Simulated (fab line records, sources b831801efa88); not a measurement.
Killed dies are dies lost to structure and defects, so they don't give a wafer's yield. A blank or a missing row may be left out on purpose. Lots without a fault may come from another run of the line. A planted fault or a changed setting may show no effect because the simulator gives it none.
One fault seen from 2 desks | flow gf180mcu | each desk has only its own numbers; what lay behind them comes last

THE METROLOGY DESK
What the gauges read, lot by lot, whatever tool the lot ran on: means of the sampled wafers that have a number. A lot is out of limits, marked OUT, if its mean lies more than 4 standard deviations from the usual mean; the brackets give that distance.
Columns: A = HV_LDD_2_TW at GF_HV_LDD_TW_MEAS_23, usual 1054; B = cd_nm at GF_HV_LDD_CD_MEAS_31, usual 400.3 nm; C = HV_LDD_3_TW at GF_HV_LDD_TW_MEAS_38, usual 1438
lot  | first seen here | A             | B     | C
L516 | day 11 01:18    | 1040          | 400.2 | 1417
L517 | day 11 01:55    | 1057          | 400.9 | 1434
L518 | day 11 09:20    | 1039          | 402.7 | 1425
L527 | day 14 08:16    | 977 (-11) OUT | 402.7 | 1444
L528 | day 14 14:44    | 978 (-10) OUT | 404.1 | 1445
L529 | day 14 19:15    | 1043          | 399.2 | 1446
L531 | day 15 13:08    | 1056          | 399.6 | 1434
L532 | day 15 16:39    | 1067          | 400.9 | 1434
L534 | day 16 11:22    | 1049          | 396.4 | 1441
L535 | day 16 17:32    | 1053          | 400.6 | 1442
L536 | day 17 00:33    | 1057          | 396.6 | 1439
L539 | day 18 11:35    | 1056          | 398.8 | 1445
This desk's finding: out of limits on L527, L528; first on L527, day 14 08:16 (HV_LDD_2_TW at GF_HV_LDD_TW_MEAS_23). In limits: L516, L517, L518, L529, L531, L532, L534, L535, L536, L539.

THE TOOL OWNER'S DESK: implanter-01
The tool's own readings at GF_HV_LDD_IMPLANT_21: means of the sampled wafers that have a number, for each lot that ran on this tool. A lot is out of limits, marked OUT, if its mean lies more than 4 standard deviations from the usual mean; the brackets give that distance.
Columns: A = beam_on_s at GF_HV_LDD_IMPLANT_21, usual 10.02 s; B = faraday_current_uA at GF_HV_LDD_IMPLANT_21, usual 281
lot  | first seen here | A              | B
L516 | day 11 01:04    | 10.00          | 282
L517 | day 11 01:42    | 9.90           | 285
L527 | day 14 08:02    | 7.67 (-11) OUT | 368 (+15) OUT
L528 | day 14 14:29    | 7.79 (-11) OUT | 362 (+14) OUT
This desk's finding: out of limits on L527, L528; first on L527, day 14 08:02 (beam_on_s at GF_HV_LDD_IMPLANT_21). In limits: L516, L517.

PUT TOGETHER
The tool owner's desk could have raised an alarm at day 14 08:02, on L527, L528.
The metrology desk could have raised an alarm at day 14 08:16, on L527, L528.
Of the lots named, all ran GF_HV_LDD_IMPLANT_21 on implanter-01.

WHAT THE SIMULATOR HAD PUT IN
Process parameter drift: implanter-01, from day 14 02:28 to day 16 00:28, at GF_HV_LDD_IMPLANT_21. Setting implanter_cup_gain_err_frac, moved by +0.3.
Lots struck among those shown: L527, L528.
Hours from the fault's start to each desk's first reading out of limits: the tool owner's desk, 6; the metrology desk, 6.
